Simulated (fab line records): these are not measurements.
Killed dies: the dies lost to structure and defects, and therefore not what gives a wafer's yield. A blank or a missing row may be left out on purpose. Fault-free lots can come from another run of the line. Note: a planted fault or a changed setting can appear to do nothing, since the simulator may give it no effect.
fab line records -- flow gf180mcu
record: lots: 7, wafers: 19, last_day: 33
route steps=602 shown V3@447 M4@456
lots with no fault: from the same line, run without faults
start_h: hours from the record's first day to the start of the lot's first wafer shown -- wait_h: hours elapsed since this lot's preceding step -- " unchanged from the row above -- L1.1+2: one row covering several wafers at once -- - no value, or no start was given -- * or withheld: withheld -- < > ~ a bound
route shown NAME@n: names a module that has steps shown in the file, with the first one's number in the route -- usual: mean/standard deviation of fault-free wafers -- same: alike in all rows -- chamber/n: place in a boat -- sites: each site's reading -- _std_site: standard deviation of those values -- _edge_site: inner sites' mean taken away from outer sites' mean -- radius_mm: for every site, how far away it sits from the centre of the wafer -- mask NAME#n: copy n -- behind: tool/chamber where the wafer was last shaped -- hold: why the lot went on hold/how many hours it stayed there/how the hold came to an end -- device: the n, p or np transistor that did not switch -- end of line: tests of these same wafers at the route's end -- for a step that has no rows: nothing shown but its recipe -- killed: dies that structure and defects cost at the first sort, which is not the same as the wafer's yield -- map: per-die view of a wafer (x killed, . not killed, _ where there is no die)
set.NAME: the run value of the setting; set.NAME@STEP: its run value at that earlier step -- model.NAME: the simulator's own value behind a step, which no gauge read
lots at selected steps of the route; one table per step, one row per wafer
services: the hour from which a tool's chamber was out of use, counted from the record's first day as start_h (under 0 if before that day), plus the number of hours and why
== steps ==
step: GF_V3_STRIP_18
recipe: chemistry: O2/N2, power_w: 1400, pressure_mtorr: 1500, platen_temp_c: 250, o2_flow_sccm: 3000, n2_flow_sccm: 300, overash_fraction: 0.5
step: GF_V3_STRIP_19
recipe: chemistry: post_etch_residue_remover, time_s: 1200, temp_c: 72.5
step: GF_V3_CLEAN_20
recipe: chemistry: DIW, dry: n2_spin
step: GF_V3_SPUTTER_21
recipe: material: Ti, target_thk_nm: 15, chamber_pressure_pa: 5, power_w: 2500, substrate_temp_c: 200, time_s: 80.02
usual: chamber_pressure_pa: 5.000/0.0097, throttle_valve_pct: 30.0/1.4
lot.wafer,tool,chamber,start_h,wait_h,chamber_pressure_pa,throttle_valve_pct
L695.3,pvd_sputter-03,-,518.85,0.0,5.017,29.4
L695.5,pvd_sputter-03,-,518.85,0.0,5.006,30.7
L695.6,pvd_sputter-03,-,518.85,0.0,5.007,31.2
L697.1,pvd_sputter-01,-,534.68,0.0,4.992,28.1
L697.2,pvd_sputter-01,-,534.68,0.0,4.984,29.5
L697.5,pvd_sputter-01,-,534.68,0.0,4.995,29.6
L704.3,pvd_sputter-01,-,599.16,0.0,4.990,29.6
L704.4,pvd_sputter-01,-,599.16,0.0,4.990,31.0
L704.6,pvd_sputter-01,-,599.16,0.0,4.984,31.0
L705.3,pvd_sputter-01,-,603.98,0.0,5.006,31.1
L705.4,pvd_sputter-01,-,603.98,0.0,4.989,30.8
L706.3,pvd_sputter-02,-,614.76,0.0,4.991,28.4
L706.4,pvd_sputter-02,-,614.76,0.0,4.990,27.9
L711.3,pvd_sputter-02,-,652.57,0.0,5.006,31.9
L711.4,pvd_sputter-02,-,652.57,0.0,4.991,27.9
L711.5,pvd_sputter-02,-,652.57,0.0,5.000,28.3
L715.2,pvd_sputter-01,-,669.10,0.0,4.991,30.5
L715.5,pvd_sputter-01,-,669.10,0.0,4.996,29.4
L715.6,pvd_sputter-01,-,669.10,0.0,4.997,30.9
step: GF_V3_SPUTTER_22
recipe: material: TiN, target_thk_nm: 10, chamber_pressure_pa: 5, power_w: 4000, time_s: 40
usual: chamber_pressure_pa: 5.000/0.0099, throttle_valve_pct: 30.0/1.4
lot.wafer,tool,chamber,start_h,wait_h,chamber_pressure_pa,throttle_valve_pct
L695.3,pvd_sputter-03,-,518.91,0.0,4.994,29.4
L695.5,pvd_sputter-03,-,518.91,0.0,5.002,30.9
L695.6,pvd_sputter-03,-,518.91,0.0,5.004,31.2
L697.1,pvd_sputter-01,-,534.74,0.0,4.991,27.9
L697.2,pvd_sputter-01,-,534.74,0.0,5.000,29.6
L697.5,pvd_sputter-01,-,534.74,0.0,5.001,29.5
L704.3,pvd_sputter-01,-,599.22,0.0,5.005,29.7
L704.4,pvd_sputter-01,-,599.22,0.0,4.993,31.1
L704.6,pvd_sputter-01,-,599.22,0.0,4.996,30.9
L705.3,pvd_sputter-01,-,604.04,0.0,5.005,31.0
L705.4,pvd_sputter-01,-,604.04,0.0,5.012,30.8
L706.3,pvd_sputter-02,-,614.82,0.0,5.019,28.5
L706.4,pvd_sputter-02,-,614.82,0.0,5.001,27.8
L711.3,pvd_sputter-02,-,652.63,0.0,4.993,32.1
L711.4,pvd_sputter-02,-,652.63,0.0,5.008,27.9
L711.5,pvd_sputter-02,-,652.63,0.0,5.011,28.4
L715.2,pvd_sputter-01,-,669.16,0.0,5.015,31.0
L715.5,pvd_sputter-01,-,669.16,0.0,5.003,29.7
L715.6,pvd_sputter-01,-,669.16,0.0,4.983,30.9
step: GF_V3_CVD_23
recipe: material: W, target_thk_nm: 350, time_s: 104.9, temp_c: 400, pressure_torr: 40
usual: heater_power_w: 867/35
lot.wafer,tool,chamber,start_h,wait_h,heater_power_w
L695.3,cvd_w-01,1,518.99,0.1,892
L695.5,cvd_w-01,0,518.99,0.1,804
L695.6,cvd_w-01,1,518.99,0.1,879
L697.1,cvd_w-01,0,534.78,0.0,814
L697.2,cvd_w-01,1,534.78,0.0,878
L697.5,cvd_w-01,0,534.78,0.0,821
L704.3,cvd_w-02,1,599.30,0.1,886
L704.4,cvd_w-02,0,599.30,0.1,880
L704.6,cvd_w-02,0,599.30,0.1,891
L705.3,cvd_w-02,0,604.12,0.1,879
L705.4,cvd_w-02,1,604.12,0.1,865
L706.3,cvd_w-01,1,614.89,0.1,892
L706.4,cvd_w-01,0,614.89,0.1,796
L711.3,cvd_w-02,0,652.71,0.1,882
L711.4,cvd_w-02,1,652.71,0.1,891
L711.5,cvd_w-02,0,652.71,0.1,894
L715.2,cvd_w-01,1,669.20,0.0,877
L715.5,cvd_w-01,1,669.20,0.0,905
L715.6,cvd_w-01,0,669.20,0.0,811
step: GF_V3_RS_MEAS_24
recipe: thk_meas_gauge: four-point-probe, reads: W_of_V3_CVD_23+TiN_of_V3_SPUTTER_22+Ti_of_V3_SPUTTER_21
usual: V3_W_RS: 0.325/0.0055
lot.wafer,tool,chamber,start_h,wait_h,V3_W_RS[ohm/sq]
L695.3,film_metro-01,-,519.10,0.1,0.325
L695.5,film_metro-01,-,519.10,0.1,0.327
L695.6,film_metro-01,-,519.10,0.1,0.328
L697.1,film_metro-01,-,534.90,0.1,0.329
L697.2,film_metro-01,-,534.90,0.1,0.331
L697.5,film_metro-01,-,534.90,0.1,0.330
L704.3,film_metro-03,-,599.41,0.1,0.327
L704.4,film_metro-03,-,599.41,0.1,0.316
L704.6,film_metro-03,-,599.41,0.1,0.317
L705.3,film_metro-04,-,604.24,0.1,0.311
L705.4,film_metro-04,-,604.24,0.1,0.323
L706.3,film_metro-04,-,615.01,0.1,0.327
L706.4,film_metro-04,-,615.01,0.1,0.328
L711.3,film_metro-03,-,652.83,0.1,0.320
L711.4,film_metro-03,-,652.83,0.1,0.329
L711.5,film_metro-03,-,652.83,0.1,0.321
L715.2,film_metro-03,-,669.33,0.1,0.326
L715.5,film_metro-03,-,669.33,0.1,0.327
L715.6,film_metro-03,-,669.33,0.1,0.327
step: GF_V3_THK_MEAS_25
recipe: thk_meas_gauge: xrf, reads: W_of_V3_CVD_23
usual: V3_W_THK: 356/6.3
lot.wafer,tool,chamber,start_h,wait_h,V3_W_THK[nm]
L695.3,film_metro-01,-,519.20,0.1,358
L695.5,film_metro-01,-,519.20,0.1,355
L695.6,film_metro-01,-,519.20,0.1,353
L697.1,film_metro-01,-,535.02,0.1,356
L697.2,film_metro-01,-,535.02,0.1,356
L697.5,film_metro-01,-,535.02,0.1,357
L704.3,film_metro-03,-,599.51,0.1,349
L704.4,film_metro-03,-,599.51,0.1,363
L704.6,film_metro-03,-,599.51,0.1,363
L705.3,film_metro-04,-,604.34,0.1,368
L705.4,film_metro-04,-,604.34,0.1,352
L706.3,film_metro-04,-,615.11,0.1,349
L706.4,film_metro-04,-,615.11,0.1,348
L711.3,film_metro-03,-,652.93,0.1,359
L711.4,film_metro-03,-,652.93,0.1,348
L711.5,film_metro-03,-,652.93,0.1,358
L715.2,film_metro-03,-,669.44,0.1,352
L715.5,film_metro-03,-,669.44,0.1,350
L715.6,film_metro-03,-,669.44,0.1,354
step: GF_V3_CMP_26
recipe: stop_on: SiO2, down_force_psi: 3.5, platen_rpm: 60, t_overpolish_s: 15, target_thk_nm: 0, pad_velocity_m_s: 0.94248
step: GF_M4_SPUTTER_00
recipe: material: Ti, target_thk_nm: 37.5, arriving_ion_energy_ev: 80, substrate_temp_c: 200, chamber_pressure_pa: 2, power_w: 4000, time_s: 150
step: GF_M4_SPUTTER_01
recipe: material: TiN, target_thk_nm: 30, power_w: 6500, time_s: 25, chamber_pressure_pa: 0.4
step: GF_M4_SPUTTER_02
recipe: material: AlCu, target_thk_nm: 450, power_w: 10600, time_s: 23.9, chamber_pressure_pa: 0.4
usual: chamber_pressure_pa: 0.4000/0.00074, throttle_valve_pct: 29.7/1.5
lot.wafer,tool,chamber,start_h,wait_h,chamber_pressure_pa,throttle_valve_pct
L695.3,pvd_sputter-04,-,519.67,0.0,0.4005,29.0
L695.5,pvd_sputter-04,-,519.67,0.0,0.3996,29.3
L695.6,pvd_sputter-04,-,519.67,0.0,0.3999,29.1
L697.1,pvd_sputter-02,-,535.51,0.0,0.3996,31.3
L697.2,pvd_sputter-02,-,535.51,0.0,0.3994,27.9
L697.5,pvd_sputter-02,-,535.51,0.0,0.3989,28.0
L704.3,pvd_sputter-02,-,599.98,0.0,0.4003,32.0
L704.4,pvd_sputter-02,-,599.98,0.0,0.3990,28.5
L704.6,pvd_sputter-02,-,599.98,0.0,0.4007,31.2
L705.3,pvd_sputter-02,-,604.81,0.0,0.4004,27.9
L705.4,pvd_sputter-02,-,604.81,0.0,0.3989,28.3
L706.3,pvd_sputter-02,-,615.58,0.0,0.3994,27.8
L706.4,pvd_sputter-02,-,615.58,0.0,0.4007,31.1
L711.3,pvd_sputter-01,-,653.40,0.0,0.4002,29.7
L711.4,pvd_sputter-01,-,653.40,0.0,0.4009,31.0
L711.5,pvd_sputter-01,-,653.40,0.0,0.4009,29.6
L715.2,pvd_sputter-04,-,669.92,0.0,0.3998,27.4
L715.5,pvd_sputter-04,-,669.92,0.0,0.4000,30.5
L715.6,pvd_sputter-04,-,669.92,0.0,0.3995,29.3
step: GF_M4_SPUTTER_03
recipe: material: Ti, target_thk_nm: 10, substrate_temp_c: 300, chamber_pressure_pa: 0.3, power_w: 3000, time_s: 6.7
usual: chamber_pressure_pa: 0.3000/0.00056, throttle_valve_pct: 29.7/1.5
lot.wafer,tool,chamber,start_h,wait_h,chamber_pressure_pa,throttle_valve_pct,model.Ti_of_M4_SPUTTER_03.thk_nm
L695.3,pvd_sputter-04,-,519.70,0.0,0.2996,28.9,9.799
L695.5,pvd_sputter-04,-,519.70,0.0,0.3000,29.2,10.16
L695.6,pvd_sputter-04,-,519.70,0.0,0.2997,29.0,9.783
L697.1,pvd_sputter-02,-,535.54,0.0,0.3001,31.3,9.954
L697.2,pvd_sputter-02,-,535.54,0.0,0.2997,28.0,9.764
L697.5,pvd_sputter-02,-,535.54,0.0,0.2996,28.0,9.729
L704.3,pvd_sputter-02,-,600.01,0.0,0.3003,32.3,9.841
L704.4,pvd_sputter-02,-,600.01,0.0,0.3005,28.4,13.41
L704.6,pvd_sputter-02,-,600.01,0.0,0.3004,30.9,9.922
L705.3,pvd_sputter-02,-,604.84,0.0,0.3000,27.6,9.747
L705.4,pvd_sputter-02,-,604.84,0.0,0.2991,28.4,13.51
L706.3,pvd_sputter-02,-,615.61,0.0,0.3002,27.9,9.815
L706.4,pvd_sputter-02,-,615.61,0.0,0.2997,31.2,13.34
L711.3,pvd_sputter-01,-,653.43,0.0,0.3001,29.6,10
L711.4,pvd_sputter-01,-,653.43,0.0,0.2991,30.9,9.846
L711.5,pvd_sputter-01,-,653.43,0.0,0.3002,29.5,9.899
L715.2,pvd_sputter-04,-,669.95,0.0,0.3003,27.4,10.17
L715.5,pvd_sputter-04,-,669.95,0.0,0.2989,30.7,10.2
L715.6,pvd_sputter-04,-,669.95,0.0,0.3003,29.1,9.951
step: GF_M4_SPUTTER_04
recipe: material: TiN, target_thk_nm: 50, power_w: 6500, time_s: 41.7, chamber_pressure_pa: 0.4
usual: chamber_pressure_pa: 0.4000/0.00087, throttle_valve_pct: 29.7/1.5
lot.wafer,tool,chamber,start_h,wait_h,chamber_pressure_pa,throttle_valve_pct
L695.3,pvd_sputter-04,-,519.73,0.0,0.4002,29.1
L695.5,pvd_sputter-04,-,519.73,0.0,0.4006,29.2
L695.6,pvd_sputter-04,-,519.73,0.0,0.4018,28.9
L697.1,pvd_sputter-02,-,535.56,0.0,0.4002,31.0
L697.2,pvd_sputter-02,-,535.56,0.0,0.3996,28.0
L697.5,pvd_sputter-02,-,535.56,0.0,0.3986,27.8
L704.3,pvd_sputter-02,-,600.03,0.0,0.4006,31.9
L704.4,pvd_sputter-02,-,600.03,0.0,0.4000,28.4
L704.6,pvd_sputter-02,-,600.03,0.0,0.3991,30.9
L705.3,pvd_sputter-02,-,604.86,0.0,0.4013,27.8
L705.4,pvd_sputter-02,-,604.86,0.0,0.4003,28.6
L706.3,pvd_sputter-02,-,615.63,0.0,0.3987,27.7
L706.4,pvd_sputter-02,-,615.63,0.0,0.4002,31.1
L711.3,pvd_sputter-01,-,653.45,0.0,0.3992,29.5
L711.4,pvd_sputter-01,-,653.45,0.0,0.3997,30.9
L711.5,pvd_sputter-01,-,653.45,0.0,0.3991,29.4
L715.2,pvd_sputter-04,-,669.97,0.0,0.4005,27.2
L715.5,pvd_sputter-04,-,669.97,0.0,0.4006,30.5
L715.6,pvd_sputter-04,-,669.97,0.0,0.3990,29.1
== services ==
tool,chamber,start_h,hours,kind
pvd_sputter-01,1,510.92,-,consumable_replace:kit
pvd_sputter-01,1,510.92,18.0,scheduled_down
pvd_sputter-01,1,510.92,18.0,vent_cycle
cvd_w-01,-,515.32,2.5,repair
cvd_w-02,0,528.37,25.9,repair
pvd_sputter-04,-,533.78,4.7,repair
pvd_sputter-03,-,535.08,6.7,repair
pvd_sputter-01,-,543.61,4.7,repair
pvd_sputter-01,-,548.80,3.5,repair
pvd_sputter-02,2,554.01,-,consumable_replace:kit
pvd_sputter-02,2,554.01,18.0,scheduled_down
pvd_sputter-02,2,554.01,18.0,vent_cycle
cvd_w-01,-,571.99,6.9,pm
pvd_sputter-01,-,605.54,11.8,repair
pvd_sputter-03,-,619.39,2.6,repair
pvd_sputter-01,0,637.83,-,consumable_replace:kit
pvd_sputter-01,0,637.83,18.0,scheduled_down
pvd_sputter-01,0,637.83,18.0,vent_cycle
pvd_sputter-04,3,649.23,-,consumable_replace:kit
pvd_sputter-04,3,649.23,18.0,scheduled_down
pvd_sputter-04,3,649.23,18.0,vent_cycle
pvd_sputter-02,-,668.24,8.0,repair
== key ==
first_sign none at tools or gauges
model_effect: step: GF_M4_SPUTTER_03, value: Ti_of_M4_SPUTTER_03.thk_nm, without: 9.929, struck: 13.42
met_at GF_M4_SPUTTER_03
struck_wafers L704.4,L705.4,L706.4
onset_between 535.54 600.01
fault: kind: process_parameter_drift, tool: pvd_sputter-02, chamber: -, onset_h: 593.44, steps: GF_M4_SPUTTER_03, channel: target_thk_nm, offset: 3.4894, shape: step, end_h: 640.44, scope: struck_wafers_only, acts_in: these_recipes_only, stated: 10
